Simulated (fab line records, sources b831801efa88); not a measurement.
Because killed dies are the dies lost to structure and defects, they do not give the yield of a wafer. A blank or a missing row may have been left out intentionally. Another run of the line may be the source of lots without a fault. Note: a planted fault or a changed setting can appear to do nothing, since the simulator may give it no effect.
fab line records + flow sky130 + part 2 of 2: steps 24 to 35 of 35
record:
- lots: 5
- wafers: 15
- last-day: 49
route steps=708 shown VIA3@594 METAL4@598 CAP2M@603
lots with no fault: from the same line, run without faults
start-h: the number of hours between the record's first day and the start of the first shown wafer of the lot + wait-h: hours from the lot's prior step to this one + " unchanged from the row above + L1.1+2: several wafers, shown together as one row + - no value present, or no start provided + * or withheld: withheld + < > ~ a bound
route shown NAME@n: a module of which the file shows steps, and the number in the route of the first + usual: average and standard deviation across the fault-free wafers + same: alike in all rows + chamber/n: place in a boat + sites: readings site by site + _std_site: their standard deviation + _edge_site: the outer-site mean with the inner-site mean subtracted + radius-mm: how far each site lies from the wafer's centre + mask NAME#n: copy n + behind: the most recent tool/chamber to have shaped the wafer + hold: the reason the lot was held/the length of the hold in hours/how it ended + device: the transistor (n, p or np) that didn't switch + end of line: tests run on the same wafers once the route is complete + a step without rows: its recipe alone + killed: not the wafer's yield, but the dies lost to structure and defects at the first sort + map: a wafer's dies, marking killed ones x, the rest . and places with no die _
set.NAME: the run value of the setting; set.NAME@STEP: its run value at that earlier step + model.NAME: the simulator's own value behind a step, which no gauge read
certain route steps with their lots: each step a table, each wafer a row
services: a tool's chamber out of use, with start hour (start-h, from the record's first day; less than 0 if before it), hours out, and reason
== steps ==
step: SKY_CAP2M_STRIP_14
recipe:
- chemistry: O2/N2
- power-w: 1400
- pressure-mtorr: 1500
- platen-temp-c: withheld
- o2-flow-sccm: 3000
- n2-flow-sccm: 300
- overash-fraction: 0.5
usual:
- drypump-motor-current-A: 5.6/0.49
- oes-product-au: 0.710/0.0047
- strip-time-to-endpoint-s: 12.67/0.048
| lot.wafer | tool            | chamber | start-h | wait-h | drypump-motor-current-A | oes-product-au | rf-hours-counter-h | strip-time-to-endpoint-s |
|-----------|-----------------|---------|---------|--------|-------------------------|----------------|--------------------|--------------------------|
| L078.2    | plasma-asher-02 | 1       | 980.65  | 0.1    | 5.1                     | 0.708          | 24                 | 12.68                    |
| L078.4    | "               | 1       | "       | "      | 5.1                     | 0.712          | -                  | 12.68                    |
| L078.6    | "               | 0       | "       | "      | 6.2                     | 0.707          | -                  | 12.64                    |
| L082.1    | plasma-asher-01 | 0       | 1011.35 | 0.1    | 5.3                     | 0.701          | 91                 | 12.65                    |
| L082.5    | "               | 0       | "       | "      | 5.3                     | 0.707          | -                  | 12.69                    |
| L082.6    | "               | 1       | "       | "      | 6.1                     | 0.708          | -                  | 12.62                    |
| L085.2    | plasma-asher-02 | 0       | 1029.05 | 0.1    | 6.3                     | 0.710          | 29                 | 12.63                    |
| L085.4    | "               | 1       | "       | "      | 5.1                     | 0.709          | -                  | 12.67                    |
| L085.5    | "               | 1       | "       | "      | 5.1                     | 0.706          | -                  | 12.63                    |
| L086.1    | plasma-asher-04 | 1       | 1036.30 | 0.1    | 5.1                     | 0.709          | 58                 | 12.66                    |
| L086.2    | "               | 0       | "       | "      | 5.3                     | 0.713          | 58                 | 12.62                    |
| L086.6    | "               | 0       | "       | "      | 5.2                     | 0.710          | -                  | 12.57                    |
| L093.2    | plasma-asher-01 | 1       | 1076.36 | 0.1    | 6.2                     | 0.712          | 97                 | 12.67                    |
| L093.5    | "               | 0       | "       | "      | 5.3                     | 0.708          | -                  | 12.70                    |
| L093.6    | "               | 1       | "       | "      | 6.2                     | 0.707          | -                  | 12.62                    |
step: SKY_CAP2M_STRIP_15
recipe:
- chemistry: post-etch-residue-remover
- time-s: 1200
- temp-c: 72.5
| lot.wafer  | tool         | chamber | start-h | wait-h |
|------------|--------------|---------|---------|--------|
| L078.2+4+6 | wet-bench-02 | 0       | 980.75  | 0.1    |
| L082.1+5+6 | wet-bench-04 | 0       | 1011.45 | 0.1    |
| L085.2+4+5 | wet-bench-04 | 3       | 1029.15 | 0.1    |
| L086.1+2+6 | wet-bench-04 | 1       | 1036.40 | 0.1    |
| L093.2+5+6 | wet-bench-01 | 3       | 1076.46 | 0.1    |
step: SKY_CAP2M_CLEAN_16
recipe:
- chemistry: IPA
- time-s: 180
- temp-c: 25
| lot.wafer  | tool         | chamber | start-h | wait-h |
|------------|--------------|---------|---------|--------|
| L078.2+4+6 | wet-bench-01 | 2       | 981.09  | 0.0    |
| L082.1+5+6 | wet-bench-01 | 0       | 1011.82 | 0.0    |
| L085.2+4+5 | wet-bench-02 | 1       | 1029.49 | 0.0    |
| L086.1+2+6 | wet-bench-02 | 2       | 1036.74 | 0.0    |
| L093.2+5+6 | wet-bench-02 | 0       | 1076.80 | 0.0    |
step: SKY_CAP2M_CLEAN_17
recipe:
- chemistry: O3/DIW
- dry: n2-spin
| lot.wafer  | tool         | chamber | start-h | wait-h |
|------------|--------------|---------|---------|--------|
| L078.2+4+6 | wet-bench-02 | 3       | 981.15  | 0.0    |
| L082.1+5+6 | wet-bench-04 | 1       | 1011.88 | 0.0    |
| L085.2+4+5 | wet-bench-01 | 0       | 1029.56 | 0.0    |
| L086.1+2+6 | wet-bench-04 | 3       | 1036.81 | 0.0    |
| L093.2+5+6 | wet-bench-01 | 2       | 1076.87 | 0.0    |
step: SKY_METAL4_DEHYDRATE_05
recipe:
- temp-c: 200
- time-s: 60
usual:
- exhaust-pa: 44.8/0.99
| lot.wafer | tool           | chamber | start-h | wait-h | exhaust-pa |
|-----------|----------------|---------|---------|--------|------------|
| L078.2    | litho-track-01 | 0       | 992.86  | 11.6   | 44.2       |
| L078.4    | "              | 0       | "       | "      | 44.6       |
| L078.6    | "              | 0       | "       | "      | 45.4       |
| L082.1    | litho-track-03 | 0       | 1023.00 | 11.0   | 43.9       |
| L082.5    | "              | 0       | "       | "      | 44.1       |
| L082.6    | "              | 0       | "       | "      | 43.9       |
| L085.2    | litho-track-02 | 0       | 1039.98 | 10.3   | 44.6       |
| L085.4    | "              | 0       | "       | "      | 44.0       |
| L085.5    | "              | 0       | "       | "      | 44.0       |
| L086.1    | litho-track-02 | 0       | 1047.15 | 10.3   | 46.0       |
| L086.2    | "              | 0       | "       | "      | 45.1       |
| L086.6    | "              | 0       | "       | "      | 46.3       |
| L093.2    | litho-track-02 | 0       | 1086.38 | 9.4    | 46.0       |
| L093.5    | "              | 0       | "       | "      | 44.2       |
| L093.6    | "              | 0       | "       | "      | 45.4       |
step: SKY_METAL4_HMDS_06
recipe:
- prime-time-s: 60
- prime-temp-c: 120
usual:
- exhaust-pa: 45.2/0.89
| lot.wafer | tool           | chamber | start-h | wait-h | exhaust-pa |
|-----------|----------------|---------|---------|--------|------------|
| L078.2    | litho-track-01 | 0       | 993.01  | 0.1    | 47.2       |
| L078.4    | "              | 0       | "       | "      | 46.8       |
| L078.6    | "              | 0       | "       | "      | 46.1       |
| L082.1    | litho-track-03 | 0       | 1023.15 | 0.1    | 43.8       |
| L082.5    | "              | 0       | "       | "      | 44.5       |
| L082.6    | "              | 0       | "       | "      | 45.7       |
| L085.2    | litho-track-02 | 0       | 1040.13 | 0.1    | 47.0       |
| L085.4    | "              | 0       | "       | "      | 46.2       |
| L085.5    | "              | 0       | "       | "      | 45.2       |
| L086.1    | litho-track-02 | 0       | 1047.30 | 0.1    | 45.5       |
| L086.2    | "              | 0       | "       | "      | 45.7       |
| L086.6    | "              | 0       | "       | "      | 45.6       |
| L093.2    | litho-track-02 | 0       | 1086.53 | 0.1    | 45.7       |
| L093.5    | "              | 0       | "       | "      | 45.3       |
| L093.6    | "              | 0       | "       | "      | 43.4       |
step: SKY_METAL4_COAT_07
recipe:
- resist: BARC
- temp-c: withheld
- time-s: withheld
- spin-rpm: 3000
- resist-thk-nm: 60
usual:
- exhaust-pa: 45.2/0.92
| lot.wafer | tool           | chamber | start-h | wait-h | exhaust-pa |
|-----------|----------------|---------|---------|--------|------------|
| L078.2    | litho-track-01 | 0       | 993.16  | 0.1    | 43.1       |
| L078.4    | "              | 0       | "       | "      | 44.9       |
| L078.6    | "              | 0       | "       | "      | 44.7       |
| L082.1    | litho-track-03 | 0       | 1023.30 | 0.1    | 45.2       |
| L082.5    | "              | 0       | "       | "      | 43.6       |
| L082.6    | "              | 0       | "       | "      | 45.9       |
| L085.2    | litho-track-02 | 0       | 1040.28 | 0.1    | 45.6       |
| L085.4    | "              | 0       | "       | "      | 45.7       |
| L085.5    | "              | 0       | "       | "      | 45.7       |
| L086.1    | litho-track-02 | 0       | 1047.45 | 0.1    | 46.3       |
| L086.2    | "              | 0       | "       | "      | 45.9       |
| L086.6    | "              | 0       | "       | "      | 47.1       |
| L093.2    | litho-track-02 | 0       | 1086.68 | 0.1    | 42.9       |
| L093.5    | "              | 0       | "       | "      | 43.2       |
| L093.6    | "              | 0       | "       | "      | 43.9       |
step: SKY_METAL4_COAT_08
recipe:
- resist: KrF-thick
- spin-rpm: 3000
- resist-thk-nm: 1140
usual:
- exhaust-pa: 44.7/0.86
| lot.wafer | tool           | chamber | start-h | wait-h | exhaust-pa |
|-----------|----------------|---------|---------|--------|------------|
| L078.2    | litho-track-01 | 0       | -       | -      | 45.9       |
| L078.4    | "              | 0       | "       | "      | 44.4       |
| L078.6    | "              | 0       | "       | "      | 46.3       |
| L082.1    | litho-track-03 | 0       | -       | -      | 44.5       |
| L082.5    | "              | 0       | "       | "      | 44.1       |
| L082.6    | "              | 0       | "       | "      | 44.3       |
| L085.2    | litho-track-02 | 0       | -       | -      | 44.6       |
| L085.4    | "              | 0       | "       | "      | 44.8       |
| L085.5    | "              | 0       | "       | "      | 44.1       |
| L086.1    | litho-track-02 | 0       | -       | -      | 43.4       |
| L086.2    | "              | 0       | "       | "      | 42.2       |
| L086.6    | "              | 0       | "       | "      | 44.4       |
| L093.2    | litho-track-02 | 0       | -       | -      | 44.2       |
| L093.5    | "              | 0       | "       | "      | 45.8       |
| L093.6    | "              | 0       | "       | "      | 45.1       |
step: SKY_METAL4_SOFTBAKE_09
recipe:
- temp-c: 100
- time-s: 90
- resist: KrF-thick
usual:
- exhaust-pa: 45.2/0.82
| lot.wafer | tool           | chamber | start-h | wait-h | exhaust-pa |
|-----------|----------------|---------|---------|--------|------------|
| L078.2    | litho-track-01 | 0       | -       | -      | 45.8       |
| L078.4    | "              | 0       | "       | "      | 45.5       |
| L078.6    | "              | 0       | "       | "      | 45.8       |
| L082.1    | litho-track-03 | 0       | -       | -      | 45.3       |
| L082.5    | "              | 0       | "       | "      | 45.4       |
| L082.6    | "              | 0       | "       | "      | 45.6       |
| L085.2    | litho-track-02 | 0       | -       | -      | 44.4       |
| L085.4    | "              | 0       | "       | "      | 44.7       |
| L085.5    | "              | 0       | "       | "      | 45.0       |
| L086.1    | litho-track-02 | 0       | -       | -      | 44.2       |
| L086.2    | "              | 0       | "       | "      | 43.6       |
| L086.6    | "              | 0       | "       | "      | 44.5       |
| L093.2    | litho-track-02 | 0       | -       | -      | 44.0       |
| L093.5    | "              | 0       | "       | "      | 44.4       |
| L093.6    | "              | 0       | "       | "      | 45.7       |
step: SKY_METAL4_EXPOSE_10
recipe:
- mask-id: MM4
- na: 0.68
- source-shape: annular
- sigma-inner: 0.4
- sigma-outer: 0.8
- target-cd-nm: 300
- dose-mj: 28
usual:
- reticle-temp-C: 23.01/0.1
- stage-vel-mm-s: 499.95/0.24
| lot.wafer | tool           | chamber | start-h | wait-h | mask  | reticle-temp-C | stage-vel-mm-s |
|-----------|----------------|---------|---------|--------|-------|----------------|----------------|
| L078.2    | krf-scanner-02 | 0       | -       | -      | MM4#0 | 22.92          | 499.45         |
| L078.4    | "              | 0       | "       | "      | MM4#0 | 22.84          | 499.48         |
| L078.6    | "              | 0       | "       | "      | MM4#0 | 22.95          | 499.48         |
| L082.1    | krf-scanner-02 | 0       | -       | -      | MM4#0 | 23.03          | 500.11         |
| L082.5    | "              | 0       | "       | "      | MM4#0 | 22.95          | 500.13         |
| L082.6    | "              | 0       | "       | "      | MM4#0 | 23.05          | 500.13         |
| L085.2    | krf-scanner-01 | 0       | -       | -      | MM4#0 | 22.95          | 499.72         |
| L085.4    | "              | 0       | "       | "      | MM4#0 | 22.88          | 500.26         |
| L085.5    | "              | 0       | "       | "      | MM4#0 | 23.05          | 499.98         |
| L086.1    | krf-scanner-02 | 0       | -       | -      | MM4#0 | 23.08          | 500.45         |
| L086.2    | "              | 0       | "       | "      | MM4#0 | 22.97          | 500.14         |
| L086.6    | "              | 0       | "       | "      | MM4#0 | 23.02          | 500.45         |
| L093.2    | krf-scanner-01 | 0       | -       | -      | MM4#0 | 22.99          | 499.99         |
| L093.5    | "              | 0       | "       | "      | MM4#0 | 23.04          | 500.12         |
| L093.6    | "              | 0       | "       | "      | MM4#0 | 23.08          | 499.65         |
step: SKY_METAL4_PEB_11
recipe:
- peb-temp-c: withheld
- peb-time-s: withheld
- resist: KrF-thick
usual:
- exhaust-pa: 45.0/0.85
| lot.wafer | tool           | chamber | start-h | wait-h | exhaust-pa |
|-----------|----------------|---------|---------|--------|------------|
| L078.2    | litho-track-03 | 0       | -       | -      | 44.4       |
| L078.4    | "              | 0       | "       | "      | 44.4       |
| L078.6    | "              | 0       | "       | "      | 43.6       |
| L082.1    | litho-track-03 | 0       | -       | -      | 44.4       |
| L082.5    | "              | 0       | "       | "      | 46.0       |
| L082.6    | "              | 0       | "       | "      | 44.9       |
| L085.2    | litho-track-01 | 0       | -       | -      | 43.4       |
| L085.4    | "              | 0       | "       | "      | 45.0       |
| L085.5    | "              | 0       | "       | "      | 44.8       |
| L086.1    | litho-track-02 | 0       | -       | -      | 44.7       |
| L086.2    | "              | 0       | "       | "      | 45.0       |
| L086.6    | "              | 0       | "       | "      | 43.6       |
| L093.2    | litho-track-03 | 0       | -       | -      | 47.2       |
| L093.5    | "              | 0       | "       | "      | 45.0       |
| L093.6    | "              | 0       | "       | "      | 46.2       |
step: SKY_METAL4_DEVELOP_12
recipe:
- develop-time-s: 60
- resist: KrF-thick
- dev-temp-c: 21
usual:
- exhaust-pa: 44.8/0.75
same:
- develop-time-s: 60
| lot.wafer | tool           | chamber | start-h | wait-h | exhaust-pa |
|-----------|----------------|---------|---------|--------|------------|
| L078.2    | litho-track-03 | 0       | -       | -      | 45.4       |
| L078.4    | "              | 0       | "       | "      | 44.0       |
| L078.6    | "              | 0       | "       | "      | 44.9       |
| L082.1    | litho-track-03 | 0       | -       | -      | 45.3       |
| L082.5    | "              | 0       | "       | "      | 45.2       |
| L082.6    | "              | 0       | "       | "      | 45.6       |
| L085.2    | litho-track-01 | 0       | -       | -      | 45.4       |
| L085.4    | "              | 0       | "       | "      | 43.7       |
| L085.5    | "              | 0       | "       | "      | 45.9       |
| L086.1    | litho-track-02 | 0       | -       | -      | 44.5       |
| L086.2    | "              | 0       | "       | "      | 45.0       |
| L086.6    | "              | 0       | "       | "      | 44.7       |
| L093.2    | litho-track-03 | 0       | -       | -      | 45.6       |
| L093.5    | "              | 0       | "       | "      | 45.0       |
| L093.6    | "              | 0       | "       | "      | 45.9       |
== services ==
| tool             | chamber | start-h | hours | kind   |
|------------------|---------|---------|-------|--------|
| plasma-asher-01  | -       | 939.41  | 0.7   | repair |
| krf-scanner-02   | -       | 939.95  | 1.0   | pm     |
| cmp-01           | -       | 941.95  | 0.9   | repair |
| pecvd-01         | 2       | 941.99  | 7.0   | repair |
| cmp-01           | -       | 952.18  | 0.5   | repair |
| iline-stepper-02 | -       | 952.96  | 2.1   | repair |
| pecvd-01         | -       | 961.67  | 0.9   | repair |
| krf-scanner-01   | -       | 964.85  | 0.4   | repair |
| cvd-w-02         | -       | 967.57  | 17.9  | repair |
| wet-bench-04     | -       | 977.28  | 1.7   | repair |
| krf-scanner-01   | -       | 989.36  | 0.8   | pm     |
| cmp-01           | -       | 996.53  | 0.6   | repair |
| krf-scanner-02   | -       | 998.38  | 0.2   | repair |
| cmp-01           | -       | 1008.26 | 9.0   | pm     |
| krf-scanner-02   | -       | 1008.79 | 0.8   | pm     |
| krf-scanner-02   | -       | 1032.21 | 1.3   | pm     |
| cmp-01           | -       | 1039.18 | 6.3   | pm     |
| wet-bench-04     | -       | 1049.12 | 1.9   | pm     |
| rie-metal-01     | 1       | 1057.35 | 8.7   | repair |
| krf-scanner-02   | -       | 1058.26 | 0.9   | repair |
| pecvd-04         | -       | 1065.08 | 2.8   | pm     |
| pecvd-04         | 2       | 1085.46 | 4.5   | repair |
| cmp-01           | -       | 1089.54 | 4.9   | pm     |
| wet-bench-04     | -       | 1090.87 | 4.2   | repair |
